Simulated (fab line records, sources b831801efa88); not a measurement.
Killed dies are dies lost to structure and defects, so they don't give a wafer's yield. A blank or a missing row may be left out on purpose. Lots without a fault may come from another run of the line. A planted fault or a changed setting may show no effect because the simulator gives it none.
fab line records | flow sky130
record lots=13 wafers=38 last_day=50
route steps=708 shown GATE_OXIDE@188 METAL5@676 PASSIVATION@681 PAD_OPEN@707
lots that met no fault: from a run of the same line without faults
start_h: hours from the record's first day to the start of the lot's first wafer shown | wait_h: hours since the lot's step before | " the same as in the row above | L1.1+2: a row that stands for several wafers | - no value, or no start given | * or withheld: withheld | < > ~ a bound
route shown NAME@n: a module of which the file shows steps, and the number in the route of the first | usual: mean/standard deviation of fault-free wafers | same: alike in all rows | chamber/n: place in a boat | sites: the reading at each site | _std_site: their standard deviation | _edge_site: outer sites' mean less inner sites' | radius_mm: how far each site lies from the wafer's centre | mask NAME#n: copy n | behind: the tool/chamber that last shaped the wafer | hold: why the lot was held/for how many hours/how that ended | device: the transistor (n, p or np) that didn't switch | end of line: the same wafers' tests at the end of the route | a step without rows: its recipe alone | killed: dies lost to structure and defects at the first sort, not the wafer's yield | map: a wafer's dies, x killed, . not, _ none there
set.NAME: the setting as run; set.NAME@STEP: as run at that earlier step | model.NAME: the simulator's own value behind a step, which no gauge read
steps of the route over a sample of lots; a table a step, a row a wafer
services: from which hour (start_h, from the record's first day; less than 0 if before it) a tool's chamber was out of use, for how many hours, and why
## steps
# step SKY_GATE_OXIDE_OXIDATION_01
# recipe temp_c=900 ambient=O2 stabilise_s=600 purge_s=300 target_thk_a=102.68 ox_time_s=1473
# usual ox_temp_c_max=904.1/1.3 zone_power_top_pct=32.2/3
# columns lot.wafer tool chamber start_h wait_h ox_temp_c_max zone_power_top_pct
L113.1 furnace-02 0 303.22 2.0 905.9 29.3
L113.4 " 0 " " 904.8 28.7
L113.6 " 0 " " 904.7 28.3
L114.2 furnace-02 0 311.29 2.1 904.9 28.6
L114.4 " 0 " " 906.3 28.3
L114.5 " 0 " " 906.3 29.1
L115.1 furnace-02 0 311.29 1.3 907.1 28.4
L115.2 " 0 " " 905.5 28.6
L115.6 " 0 " " 905.5 28.7
L116.3 furnace-02 0 319.86 0.6 906.3 28.7
L116.4 " 0 " " 907.8 28.7
L116.5 " 0 " " 906.2 28.8
L117.3 furnace-01 0 323.06 1.0 902.6 35.0
L117.5 " 0 " " 903.0 34.6
L117.6 " 0 " " 902.7 34.9
L118.1 furnace-01 0 330.10 0.0 903.5 34.7
L118.3 " 0 " " 904.1 34.7
L118.5 " 0 " " 903.2 35.4
L120.1 furnace-02 0 350.28 1.0 906.4 28.8
L120.3 " 0 " " 905.9 28.3
L120.5 " 0 " " 904.9 28.5
L122.1 furnace-01 0 359.43 1.2 902.0 34.7
L122.2 " 0 " " 903.6 34.8
L122.3 " 0 " " 903.6 35.6
L123.1 furnace-01 0 367.88 0.8 903.1 35.0
L123.3 " 0 " " 902.6 34.9
L123.6 " 0 " " 903.3 34.9
L125.4 furnace-02 0 392.54 0.5 905.2 28.6
L125.5 " 0 " " 907.4 29.3
L125.6 " 0 " " 904.7 28.4
L126.1 furnace-02 0 403.81 0.0 904.7 28.7
L126.2 " 0 " " 904.5 29.5
L126.6 " 0 " " 906.1 29.1
L131.1 furnace-01 0 445.75 0.0 903.4 34.7
L131.3 " 0 " " 902.4 34.5
L131.5 " 0 " " 903.7 34.9
L136.3 furnace-01 0 477.30 0.0 903.6 34.2
L136.5 " 0 " " 903.2 34.3
# step SKY_METAL5_METAL_ETCH_15
# recipe target_depth_a=12600 stop_on=SiO2 over_etch_frac=0.2 time_s=252 chemistry=Cl2/BCl3 resist_sidewall_deg=86 pressure_mtorr=10 icp_w=900 bias_w=48.5 Cl2_flow_sccm=60 bcl3_flow_sccm=30
# usual bcl3_flow_sccm=30.02/0.096 drypump_motor_current_A=5.4/0.4 oes_product_au=0.894/0.0049 throttle_valve_pct=22.264/0.0091
# same time_s=252
# columns lot.wafer tool chamber start_h wait_h bcl3_flow_sccm drypump_motor_current_A oes_product_au rf_hours_counter_h throttle_valve_pct
L113.1 rie_metal-01 0 1042.82 0.0 30.09 5.6 0.898 20 22.246
L113.4 " 1 " " 29.93 5.0 0.895 - 22.259
L113.6 " 0 " " 30.00 5.6 0.890 - 22.264
L115.1 rie_metal-03 1 1051.47 0.0 30.09 5.2 0.898 6 22.264
L115.2 " 0 " " 29.99 5.8 0.896 21 22.265
L115.6 " 0 " " 29.94 5.8 0.883 - 22.245
L114.2 rie_metal-01 1 1054.13 0.0 29.95 5.1 0.893 16 22.262
L114.4 " 0 " " 29.97 5.6 0.894 - 22.262
L114.5 " 1 " " 29.96 5.1 0.897 - 22.255
L116.3 rie_metal-04 0 1059.64 0.1 29.98 6.1 0.892 - 22.271
L116.4 " 1 " " 29.97 5.1 0.892 - 22.258
L116.5 " 1 " " 30.03 5.0 0.896 - 22.263
L117.3 rie_metal-01 0 1063.99 0.1 30.02 5.6 0.897 - 22.270
L117.5 " 1 " " 29.99 5.1 0.891 - 22.259
L117.6 " 0 " " 29.93 5.6 0.898 - 22.261
L118.1 rie_metal-03 1 1067.50 0.1 30.03 5.2 0.899 8 22.259
L118.3 " 1 " " 30.13 5.2 0.894 - 22.266
L118.5 " 1 " " 30.05 5.2 0.894 - 22.260
L120.1 rie_metal-04 1 1084.77 0.0 29.98 5.0 0.898 15 22.253
L120.3 " 1 " " 29.93 5.0 0.895 - 22.259
L120.5 " 0 " " 30.14 6.1 0.890 - 22.266
L122.1 rie_metal-03 1 1088.77 0.0 30.07 5.2 0.893 9 22.261
L122.2 " 0 " " 29.95 5.8 0.896 1 22.261
L122.3 " 1 " " 29.85 5.2 0.898 - 22.263
L123.1 rie_metal-01 1 1096.54 0.0 29.85 5.1 0.889 20 22.257
L123.3 " 0 " " 30.09 5.6 0.895 - 22.262
L123.6 " 1 " " 29.91 5.1 0.886 - 22.281
L125.4 rie_metal-01 0 1113.36 0.1 30.13 5.5 0.894 - 22.253
L125.5 " 0 " " 30.10 5.6 0.891 - 22.269
L125.6 " 1 " " 29.95 5.1 0.893 - 22.276
L126.1 rie_metal-03 1 1121.99 0.0 29.85 5.2 0.891 12 22.277
L126.2 " 0 " " 30.20 5.8 0.895 4 22.272
L126.6 " 0 " " 30.02 5.8 0.891 - 22.266
L131.1 rie_metal-04 0 1147.47 0.0 30.02 6.1 0.900 26 22.267
L131.3 " 1 " " 30.10 5.0 0.899 - 22.253
L131.5 " 0 " " 30.00 6.1 0.893 - 22.273
L136.3 rie_metal-03 1 1166.30 0.1 29.92 5.3 0.895 - 22.271
L136.5 " 0 " " 29.94 5.8 0.897 - 22.263
# step SKY_PASSIVATION_CVD_00
# recipe material=SiO2 target_thk_nm=90 temp_c=400 time_s=withheld rf_w=600
# usual heater_power_w=659/74
# columns lot.wafer tool chamber start_h wait_h heater_power_w
L113.1 pecvd-04 1 1043.64 0.0 599
L113.4 " 0 " " 601
L113.6 " 1 " " 615
L115.1 pecvd-02 2 1052.32 0.0 559
L115.2 " 0 " " 642
L115.6 " 2 " " 557
L114.2 pecvd-03 2 1054.96 0.0 760
L114.4 " 0 " " 709
L114.5 " 1 " " 618
L116.3 pecvd-04 0 1060.48 0.0 700
L116.4 " 2 " " 699
L116.5 " 0 " " 702
L117.3 pecvd-04 2 1064.79 0.0 698
L117.5 " 1 " " 667
L117.6 " 2 " " 706
L118.1 pecvd-02 2 1068.56 0.0 583
L118.3 " 0 " " 583
L118.5 " 0 " " 596
L120.1 pecvd-04 1 1085.59 0.0 531
L120.3 " 1 " " 550
L120.5 " 2 " " 690
L122.1 pecvd-04 2 1089.62 0.0 683
L122.2 " 1 " " 664
L122.3 " 0 " " 601
L123.1 pecvd-03 2 1097.36 0.0 695
L123.3 " 1 " " 604
L123.6 " 2 " " 706
L125.4 pecvd-02 2 1114.12 0.0 527
L125.5 " 0 " " 679
L125.6 " 1 " " 757
L126.1 pecvd-03 2 1122.81 0.0 783
L126.2 " 1 " " 538
L126.6 " 0 " " 743
L131.1 pecvd-03 2 1148.37 0.0 766
L131.3 " 1 " " 534
L131.5 " 2 " " 773
L136.3 pecvd-04 2 1167.04 0.0 693
L136.5 " 1 " " 632
# step SKY_PAD_OPEN_BOW_MEAS_13
# recipe mode=bow
# usual PAD_OPEN_BOW=46/9.6
# columns lot.wafer tool chamber start_h wait_h PAD_OPEN_BOW[um]
L113.1 film_metro-04 - 1088.00 - 58
L113.4 " - " " 54
L113.6 " - " " 64
L115.1 film_metro-04 - 1096.91 - 60
L115.2 " - " " 53
L115.6 " - " " 61
L114.2 film_metro-01 - 1098.61 - 56
L114.4 " - " " 47
L114.5 " - " " 49
L116.3 film_metro-03 - 1105.00 - 43
L116.4 " - " " 51
L116.5 " - " " 37
L117.3 film_metro-04 - 1110.26 - 53
L117.5 " - " " 58
L117.6 " - " " 53
L118.1 film_metro-03 - 1113.58 - 45
L118.3 " - " " 47
L118.5 " - " " 61
L120.1 film_metro-01 - 1128.75 - 41
L120.3 " - " " 32
L120.5 " - " " 37
L122.1 film_metro-03 - 1133.23 - 27
L122.2 " - " " 37
L122.3 " - " " 25
L123.1 film_metro-03 - 1139.64 - 58
L123.3 " - " " 49
L123.6 " - " " 58
L125.4 film_metro-01 - 1154.79 - 47
L125.5 " - " " 49
L125.6 " - " " 52
L126.1 film_metro-01 - 1162.86 - 47
L126.2 " - " " 39
L126.6 " - " " 42
L131.1 film_metro-01 - 1185.93 - 46
L131.3 " - " " 42
L131.5 " - " " 41
L136.3 film_metro-03 - 1202.66 - 56
L136.5 " - " " 49
# step SKY_PAD_OPEN_PROBE_99
# usual killed_at_M0_to_M3=44/6.3 killed_at_M4_up=3.1/1.8 killed_at_contacts=25/5.1 killed_at_front_end=15/4.1 killed_at_other=0.3/0.71 killed_dies=87/8.8 killed_on_rim=17/3.7 killed_open=47/6.8 killed_short=40/6.7
# same gross_dies=492 killed_at_back_side=0
# columns lot.wafer tool chamber start_h wait_h killed_at_M0_to_M3 killed_at_M4_up killed_at_contacts killed_at_front_end killed_at_other killed_dies killed_on_rim killed_open killed_short
L123.1 prober-02 - 1139.76 0.1 44 6 22 7 2 81 9 39 42
L123.3 prober-02 - 1139.86 0.2 40 5 23 14 1 83 12 42 41
L123.6 prober-02 - 1140.01 0.2 63 4 18 9 0 94 19 44 50
L125.4 prober-02 - 1155.00 0.2 30 2 19 199 0 250 46 42 19
L125.5 prober-02 - 1155.05 0.2 44 1 23 198 0 266 51 38 39
L125.6 prober-02 - 1155.10 0.2 31 3 22 200 1 257 47 30 34
L126.1 prober-01 - 1162.98 0.1 40 5 25 206 1 277 58 33 51
L126.2 prober-01 - 1163.03 0.1 28 4 28 221 0 281 65 34 34
L126.6 prober-01 - 1163.23 0.2 36 2 20 218 1 277 54 37 33
# killed by level:class
L123.1 VIA1:geometric_particle:open=14 CONTACT:geometric_particle:open=8 METAL2:geometric_particle:short=7 METAL4:geometric_particle:short=6 METAL1:geometric_particle:short=5 VIA2:geometric_particle:short=5 VIA2:geometric_particle:open=5 VIA1:geometric_particle:short=4
L123.3 CONTACT:geometric_particle:open=10 METAL2:geometric_particle:short=10 VIA1:geometric_particle:open=8 CONTACT:geometric_particle:short=6 VIA2:geometric_particle:open=5 VIA3:geometric_particle:open=5 METAL1:geometric_particle:short=4 METAL4:geometric_particle:short=4
L123.6 VIA1:geometric_particle:open=16 METAL1:geometric_particle:short=11 VIA3:geometric_particle:open=10 METAL2:geometric_particle:short=9 VIA1:geometric_particle:short=6 CONTACT:geometric_particle:open=6 VIA2:geometric_particle:open=5 LI_CONTACT:geometric_particle:open=4
L125.4 GATE_OXIDE:unspecified=189 VIA1:geometric_particle:open=10 LI_CONTACT:geometric_particle:open=8 CONTACT:geometric_particle:open=7 VIA1:geometric_particle:short=5 VIA2:geometric_particle:open=5 FIELD_ISO:geometric_particle:open=4 VIA2:geometric_particle:short=3
L125.5 GATE_OXIDE:unspecified=189 VIA1:geometric_particle:short=9 CONTACT:geometric_particle:open=9 VIA1:geometric_particle:open=8 LI_CONTACT:geometric_particle:open=6 VIA2:geometric_particle:open=6 VIA2:geometric_particle:short=5 LOCAL_INTERCONNECT:geometric_particle:short=5
L125.6 GATE_OXIDE:unspecified=193 CONTACT:geometric_particle:open=8 VIA1:geometric_particle:open=7 METAL1:geometric_particle:short=6 LI_CONTACT:geometric_particle:short=4 CONTACT:geometric_particle:short=4 VIA3:geometric_particle:open=4 LOCAL_INTERCONNECT:geometric_particle:short=3
L126.1 GATE_OXIDE:unspecified=193 CONTACT:geometric_particle:short=9 VIA1:geometric_particle:open=8 POLY_GATE:geometric_particle:short=6 VIA2:geometric_particle:short=6 VIA2:geometric_particle:open=6 LOCAL_INTERCONNECT:geometric_particle:short=5 VIA3:geometric_particle:open=5
L126.2 GATE_OXIDE:unspecified=213 LOCAL_INTERCONNECT:geometric_particle:short=7 LI_CONTACT:geometric_particle:open=6 CONTACT:geometric_particle:open=6 CONTACT:geometric_particle:short=5 VIA1:geometric_particle:open=5 VIA2:geometric_particle:open=5 METAL1:geometric_particle:short=4
L126.6 GATE_OXIDE:unspecified=207 CONTACT:geometric_particle:open=9 METAL1:geometric_particle:short=6 METAL2:geometric_particle:short=5 VIA2:geometric_particle:open=5 VIA1:geometric_particle:open=4 LI_CONTACT:geometric_particle:open=4 VIA3:geometric_particle:open=4
## services
# columns tool chamber start_h hours kind
furnace-02 - 368.31 3.7 pm
furnace-01 - 377.77 2.9 pm
furnace-01 - 434.29 4.1 pm
furnace-02 - 468.54 3.8 pm
pecvd-04 - 557.42 0.8 repair
furnace-01 - 576.17 7.3 pm
furnace-01 - 602.96 3.9 pm
pecvd-04 - 615.10 5.5 pm
pecvd-04 - 620.56 2.8 pm
pecvd-04 - 624.54 1.4 repair
furnace-02 - 636.35 3.7 pm
pecvd-04 1 637.38 5.8 repair
pecvd-04 0 640.04 12.7 repair
pecvd-04 1 648.48 7.8 repair
furnace-02 - 650.47 3.8 pm
furnace-01 - 658.65 4.7 pm
furnace-02 - 664.17 2.6 pm
furnace-02 - 725.55 15.4 pm
furnace-02 - 803.32 3.2 pm
furnace-02 - 931.75 3.6 pm
furnace-02 - 954.27 4.3 repair
furnace-02 - 971.32 4.0 pm
furnace-02 - 1039.31 34.8 pm
furnace-02 - 1139.64 3.9 pm
## key
first_sign step=SKY_PAD_OPEN_PROBE_99 reading=killed_at_front_end direction=up sigmas=47 usual=15 struck=207
effect step=SKY_PAD_OPEN_PROBE_99 reading=killed_dies direction=up sigmas=21 usual=87 struck=268
met_at SKY_GATE_OXIDE_OXIDATION_01
struck_lots L125,L126
tester_left_out L125,L126
not_acting_at SKY_METAL5_METAL_ETCH_15,SKY_PASSIVATION_CVD_00,SKY_PAD_OPEN_BOW_MEAS_13
onset_between 350.28 392.54
fault kind=chamber_particle_source tool=furnace-02 chamber=- onset_h=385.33 steps=SKY_GATE_OXIDE_OXIDATION_01 rate_per_visit_cm2=1.0904 end_h=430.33
# tester_left_out: of these lots the tester's yield and bins aren't shown, on N5 and GAA mostly nor the transistor test; their killed dies are dies lost to structure and defects alone, not to doping, threshold or leakage, so they don't give the yield
